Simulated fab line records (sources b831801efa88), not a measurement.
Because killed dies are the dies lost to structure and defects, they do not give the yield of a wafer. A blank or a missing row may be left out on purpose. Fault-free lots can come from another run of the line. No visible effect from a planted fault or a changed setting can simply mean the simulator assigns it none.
What tool caused it? | flow sky130 | 14 lots with 39 wafers sampled at 2 steps, on a route of 708 steps

== WHAT THE GAUGES SHOWED, per wafer ==
SKY_LDD_P_OVL_MEAS_08. Usual: for LDD_P_OVL the level is 0.0 nm and the standard deviation is 1.4.
lot  | measured     | on         | LDD_P_OVL (nm) | flag
L527 | day 20 12:52 | overlay-02 | -0.4 -0.4 1.8  | 
L528 | day 20 13:28 | overlay-02 | -0.4 1.4 0.4   | 
L530 | day 21 17:25 | overlay-01 | -0.4 0.1 -1.3  | 
L529 | day 21 18:19 | overlay-02 | 1.7 0.9 -0.7   | 
L532 | day 22 01:25 | overlay-01 | 0.0 -0.1 0.3   | 
L536 | day 23 11:47 | overlay-01 | -0.4 1.5 -0.5  | 
L535 | day 23 14:35 | overlay-01 | -1.4 -1.3      | 
L540 | day 23 22:16 | overlay-01 | -0.4 0.4       | 
L539 | day 24 04:22 | overlay-01 | -0.1 -0.6      | 
L544 | day 25 22:29 | overlay-01 | -1.4 0.2 -1.6  | 
L545 | day 25 23:49 | overlay-01 | 2.7 1.9 3.9    | 
L547 | day 26 07:36 | overlay-01 | 0.2 1.0 1.6    | 
L548 | day 26 20:43 | overlay-02 | 3.4 3.4 3.7    | 
L550 | day 27 07:17 | overlay-02 | 0.5 0.7 0.9    | 

SKY_LDD_LDN_OVL_MEAS_07. Usual: for LDD_LDN_OVL the level is 0.0 nm and the standard deviation is 1.4.
lot  | measured     | on         | LDD_LDN_OVL (nm) | flag
L527 | day 24 08:45 | overlay-01 | -0.2 1.3 -1.5    | 
L528 | day 24 09:57 | overlay-01 | 1.7 -0.3 0.7     | 
L530 | day 25 11:38 | overlay-01 | -0.6 1.7 1.3     | 
L529 | day 25 11:51 | overlay-01 | 0.3 2.0 -0.8     | 
L532 | day 25 18:11 | overlay-01 | 0.4 0.6 -1.1     | 
L536 | day 27 04:45 | overlay-01 | -0.5 -2.2 -0.7   | 
L535 | day 27 07:40 | overlay-01 | 2.4 2.9          | 
L540 | day 27 14:42 | overlay-01 | 0.2 0.0          | 
L539 | day 27 20:54 | overlay-01 | -2.0 -0.9        | 
L544 | day 29 10:28 | overlay-01 | 0.3 1.4 1.7      | 
L545 | day 29 13:08 | overlay-02 | 0.5 0.2 1.3      | 
L547 | day 29 19:24 | overlay-01 | -0.8 2.1 0.6     | 
L548 | day 30 08:38 | overlay-02 | -1.2 -2.1 0.1    | 
L550 | day 30 18:30 | overlay-02 | 4.5 1.2 1.9      | 

== WHICH TOOL RAN EACH LOT (tool, then ch and the chambers of the sampled wafers, then the start) ==
No process step before these readings appears in the record.

== AS READ BY THE TOOLS THEMSELVES (means over the sampled wafers that have a number; for cases with no such wafer, the mark the record gives instead) ==
The record holds no such reading with a usual standard deviation.

== THE ANSWER, worked out from the rows above alone ==
Rule: lot off if the mean of its wafers having a number is beyond 3 standard deviations from the usual mean. A lot without any number at a reading at which 4 lots or more have one is off too. All remaining lots with rows at the step are treated as sound. The gauges are gone through in route order, then the tools' own readings, and for those a lot's mean is taken as printed above. At the first step where some lot is off, the reading lying furthest off is the one used; lots without a number count as furthest.
Across all readings shown, no lot is off: no conclusion can be drawn from this.

== WHAT WAS PUT IN BY THE SIMULATOR ==
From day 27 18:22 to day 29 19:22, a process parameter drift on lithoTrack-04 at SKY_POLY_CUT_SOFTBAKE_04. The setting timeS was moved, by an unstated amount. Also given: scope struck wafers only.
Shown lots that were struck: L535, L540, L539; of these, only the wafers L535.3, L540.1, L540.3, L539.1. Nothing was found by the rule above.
